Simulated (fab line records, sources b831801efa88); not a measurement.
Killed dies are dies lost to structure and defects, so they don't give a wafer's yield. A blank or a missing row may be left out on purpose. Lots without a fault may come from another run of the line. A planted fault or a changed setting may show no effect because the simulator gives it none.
fab line records | flow sky130 | part 2 of 2: steps 29 to 37 of 37
record lots=5 wafers=15 last_day=50
route steps=708 shown LOCAL_INTERCONNECT@395 CONTACT@406
lots that met no fault: from a run of the same line without faults
start_h: hours from the record's first day to the start of the lot's first wafer shown | wait_h: hours since the lot's step before | " the same as in the row above | L1.1+2: a row that stands for several wafers | - no value, or no start given | * or withheld: withheld | < > ~ a bound
route shown NAME@n: a module of which the file shows steps, and the number in the route of the first | usual: mean/standard deviation of fault-free wafers | same: alike in all rows | chamber/n: place in a boat | sites: the reading at each site | _std_site: their standard deviation | _edge_site: outer sites' mean less inner sites' | radius_mm: how far each site lies from the wafer's centre | mask NAME#n: copy n | behind: the tool/chamber that last shaped the wafer | hold: why the lot was held/for how many hours/how that ended | device: the transistor (n, p or np) that didn't switch | end of line: the same wafers' tests at the end of the route | a step without rows: its recipe alone | killed: dies lost to structure and defects at the first sort, not the wafer's yield | map: a wafer's dies, x killed, . not, _ none there
set.NAME: the setting as run; set.NAME@STEP: as run at that earlier step | model.NAME: the simulator's own value behind a step, which no gauge read
lots at some steps of the route; a table a step, a row a wafer
services: from which hour (start_h, from the record's first day; less than 0 if before it) a tool's chamber was out of use, for how many hours, and why
## steps
# step SKY_CONTACT_ETCH_17
# recipe target=SiO2 chemistry=C4F8/O2/Ar stop_on=Si3N4 mask_material=KrF-thick source_w=1500 bias_w=1200 pressure_mtorr=40 c4f8_flow_sccm=withheld O2_flow_sccm=6 Ar_flow_sccm=300 time_s=withheld target_depth_a=3400
# usual oes_product_au=0.891/0.0053
# columns lot.wafer tool chamber start_h wait_h oes_product_au
L074.2 rie_diel-03 1 732.78 0.0 0.891
L074.3 " 3 " " 0.889
L074.6 " 1 " " 0.892
L077.2 rie_diel-03 3 766.06 0.0 0.898
L077.4 " 3 " " 0.900
L077.6 " 0 " " 0.887
L083.1 rie_diel-02 2 803.53 0.0 0.888
L083.2 " 1 " " 0.887
L083.4 " 3 " " 0.885
L095.2 rie_diel-02 0 886.49 0.0 0.893
L095.3 " 2 " " 0.890
L095.6 " 0 " " 0.888
L097.2 rie_diel-04 1 899.39 0.0 0.897
L097.4 " 3 " " 0.893
L097.5 " 1 " " 0.889
# step SKY_CONTACT_ETCH_18
# recipe target=Si3N4 chemistry=CHF3/O2 stop_on=TiN source_w=600 bias_w=200 pressure_mtorr=40 chf3_flow_sccm=50 O2_flow_sccm=5 time_s=39 target_depth_a=750
# usual drypump_motor_current_A=5.6/0.41 oes_product_au=0.856/0.008 throttle_valve_pct=8.793/0.0094
# columns lot.wafer tool chamber start_h wait_h drypump_motor_current_A oes_product_au rf_hours_counter_h throttle_valve_pct
L074.2 rie_diel-03 1 - - 6.3 0.850 1 8.793
L074.3 " 3 " " 5.5 0.852 38 8.790
L074.6 " 1 " " 6.3 0.861 - 8.775
L077.2 rie_diel-03 3 - - 5.5 0.854 39 8.781
L077.4 " 3 " " 5.6 0.863 - 8.802
L077.6 " 0 " " 5.5 0.860 - 8.792
L083.1 rie_diel-02 2 - - 5.2 0.864 3 8.786
L083.2 " 1 " " 6.2 0.865 2 8.798
L083.4 " 3 " " 5.9 0.856 19 8.797
L095.2 rie_diel-02 0 - - 5.5 0.846 7 8.785
L095.3 " 2 " " 5.2 0.853 5 8.792
L095.6 " 0 " " 5.5 0.862 - 8.804
L097.2 rie_diel-04 1 - - 5.4 0.848 7 8.801
L097.4 " 3 " " 6.3 0.858 - 8.779
L097.5 " 1 " " 5.4 0.864 - 8.816
# step SKY_CONTACT_STRIP_19
# recipe chemistry=O2/N2 power_w=1400 pressure_mtorr=1500 platen_temp_c=withheld o2_flow_sccm=3000 n2_flow_sccm=300 overash_fraction=0.5
# usual drypump_motor_current_A=5.7/0.38 oes_product_au=0.381/0.005 strip_time_to_endpoint_s=3.616/0.023
# columns lot.wafer tool chamber start_h wait_h drypump_motor_current_A oes_product_au rf_hours_counter_h strip_time_to_endpoint_s
L074.2 plasma_asher-01 0 732.87 - 5.5 0.382 106 3.654
L074.3 " 1 " " 6.0 0.390 - 3.657
L074.6 " 1 " " 6.0 0.378 - 3.651
L077.2 plasma_asher-03 0 766.15 - 5.4 0.384 61 3.613
L077.4 " 1 " " 6.6 0.377 - 3.591
L077.6 " 0 " " 5.5 0.388 - 3.606
L083.1 plasma_asher-01 1 803.62 - 6.0 0.381 4 3.650
L083.2 " 0 " " 5.6 0.373 4 3.618
L083.4 " 1 " " 6.0 0.383 - 3.583
L095.2 plasma_asher-04 1 886.58 - 5.8 0.378 109 3.601
L095.3 " 0 " " 5.3 0.373 - 3.630
L095.6 " 1 " " 5.8 0.370 - 3.597
L097.2 plasma_asher-03 1 899.48 - 6.5 0.380 73 3.636
L097.4 " 1 " " 6.6 0.387 - 3.613
L097.5 " 0 " " 5.4 0.387 - 3.629
# step SKY_CONTACT_STRIP_20
# recipe chemistry=post_etch_residue_remover time_s=1200 temp_c=72.5
# usual temp_c=72.50/0.15
# columns lot.wafer tool chamber start_h wait_h temp_c
L074.2 wet_bench-02 2 732.97 0.1 72.56
L074.3 " 2 " " 72.43
L074.6 " 2 " " 72.56
L077.2 wet_bench-02 2 766.25 0.1 72.61
L077.4 " 2 " " 72.85
L077.6 " 2 " " 72.70
L083.1 wet_bench-03 3 803.72 0.1 72.38
L083.2 " 3 " " 72.40
L083.4 " 3 " " 72.33
L095.2 wet_bench-03 0 886.68 0.1 72.28
L095.3 " 0 " " 72.15
L095.6 " 0 " " 72.32
L097.2 wet_bench-02 2 899.58 0.1 72.81
L097.4 " 2 " " 72.63
L097.5 " 2 " " 72.61
# step SKY_CONTACT_CLEAN_21
# recipe chemistry=IPA time_s=180 temp_c=25
# usual temp_c=24.99/0.093
# columns lot.wafer tool chamber start_h wait_h temp_c
L074.2 wet_bench-04 1 733.35 0.0 25.08
L074.3 " 1 " " 25.06
L074.6 " 1 " " 25.14
L077.2 wet_bench-03 3 766.62 0.0 25.07
L077.4 " 3 " " 25.11
L077.6 " 3 " " 24.89
L083.1 wet_bench-04 1 804.06 0.0 25.08
L083.2 " 1 " " 25.01
L083.4 " 1 " " 25.03
L095.2 wet_bench-04 0 887.08 0.0 24.82
L095.3 " 0 " " 25.02
L095.6 " 0 " " 24.88
L097.2 wet_bench-04 3 900.26 0.0 24.98
L097.4 " 3 " " 25.03
L097.5 " 3 " " 24.94
# step SKY_CONTACT_CLEAN_22
# recipe chemistry=O3/DIW dry=n2_spin
# columns lot.wafer tool chamber start_h wait_h
L074.2+3+6 wet_bench-02 3 733.41 0.0
L077.2+4+6 wet_bench-04 2 766.68 0.0
L083.1+2+4 wet_bench-03 2 804.12 0.0
L095.2+3+6 wet_bench-03 3 887.14 0.0
L097.2+4+5 wet_bench-04 1 900.32 0.0
# step SKY_CONTACT_SPUTTER_23
# recipe material=TiN target_thk_nm=20 chamber_pressure_pa=5 power_w=4000 time_s=80
# usual throttle_valve_pct=30.1/0.94
# columns lot.wafer tool chamber start_h wait_h throttle_valve_pct
L074.2 pvd_sputter-01 - 733.51 0.0 30.5
L074.3 " - " " 30.6
L074.6 " - " " 29.8
L077.2 pvd_sputter-03 - 766.77 0.0 31.8
L077.4 " - " " 29.6
L077.6 " - " " 30.7
L083.1 pvd_sputter-02 - 804.21 0.0 29.6
L083.2 " - " " 28.4
L083.4 " - " " 30.1
L095.2 pvd_sputter-02 - 887.24 0.0 29.5
L095.3 " - " " 30.5
L095.6 " - " " 30.1
L097.2 pvd_sputter-03 - 900.41 0.0 31.8
L097.4 " - " " 30.0
L097.5 " - " " 31.8
# step SKY_CONTACT_CVD_24
# recipe material=W target_thk_nm=340 time_s=102.12 temp_c=400 pressure_torr=40
# usual heater_power_w=865/34
# columns lot.wafer tool chamber start_h wait_h heater_power_w since_wet_clean_h
L074.2 cvd_w-02 1 733.57 0.0 844 830
L074.3 " 0 " " 877 -
L074.6 " 0 " " 889 -
L077.2 cvd_w-01 0 766.83 0.0 821 363
L077.4 " 0 " " 814 -
L077.6 " 0 " " 808 -
L083.1 cvd_w-01 0 804.27 0.0 809 400
L083.2 " 1 " " 907 400
L083.4 " 0 " " 829 -
L095.2 cvd_w-02 1 887.30 0.0 862 983
L095.3 " 0 " " 915 -
L095.6 " 1 " " 850 -
L097.2 cvd_w-01 1 900.47 0.0 893 496
L097.4 " 0 " " 810 -
L097.5 " 1 " " 926 -
# step SKY_CONTACT_RS_MEAS_25
# recipe thk_meas_gauge=four-point-probe reads=W_of_CONTACT_CVD_24+TiN_of_CONTACT_SPUTTER_23
# usual CONTACT_W_RS=0.339/0.004
# columns lot.wafer tool chamber start_h wait_h CONTACT_W_RS[ohm/sq]
L074.2 film_metro-03 - 733.70 0.1 0.336
L074.3 " - " " 0.343
L074.6 " - " " 0.337
L077.2 film_metro-01 - 766.96 0.1 0.344
L077.4 " - " " 0.341
L077.6 " - " " 0.343
L083.1 film_metro-01 - 804.38 0.1 0.338
L083.2 " - " " 0.339
L083.4 " - " " 0.337
L095.2 film_metro-02 - 887.43 0.1 0.337
L095.3 " - " " 0.339
L095.6 " - " " 0.340
L097.2 film_metro-01 - 900.60 0.1 0.338
L097.4 " - " " 0.339
L097.5 " - " " 0.344
## services
# columns tool chamber start_h hours kind
rie_metal-02 - 665.50 2.8 pm
rie_metal-02 - 672.32 1.4 pm
krf_scanner-02 - 679.79 1.0 pm
rie_diel-02 1 684.70 3.7 repair
plasma_asher-03 - 701.12 5.1 repair
pecvd-01 - 724.76 5.5 pm
krf_scanner-02 - 733.13 4.4 pm
pecvd-01 - 743.91 0.8 repair
krf_scanner-01 - 768.99 1.0 pm
rie_diel-02 1 769.39 6.9 repair
krf_scanner-01 - 783.19 0.8 pm
plasma_asher-03 - 789.53 5.8 repair
krf_scanner-01 - 793.78 0.2 repair
rie_diel-03 1 794.27 3.6 repair
plasma_asher-03 - 797.00 2.9 repair
rie_diel-02 - 810.19 2.8 pm
krf_scanner-02 - 815.85 1.3 pm
krf_scanner-02 - 826.66 0.8 pm
wet_bench-03 - 848.24 4.4 pm
krf_scanner-02 - 848.79 1.0 pm
rie_diel-03 3 850.34 2.0 repair
krf_scanner-02 - 885.04 0.7 repair
rie_diel-03 - 894.21 28.1 pm
krf_scanner-02 - 894.95 3.6 repair
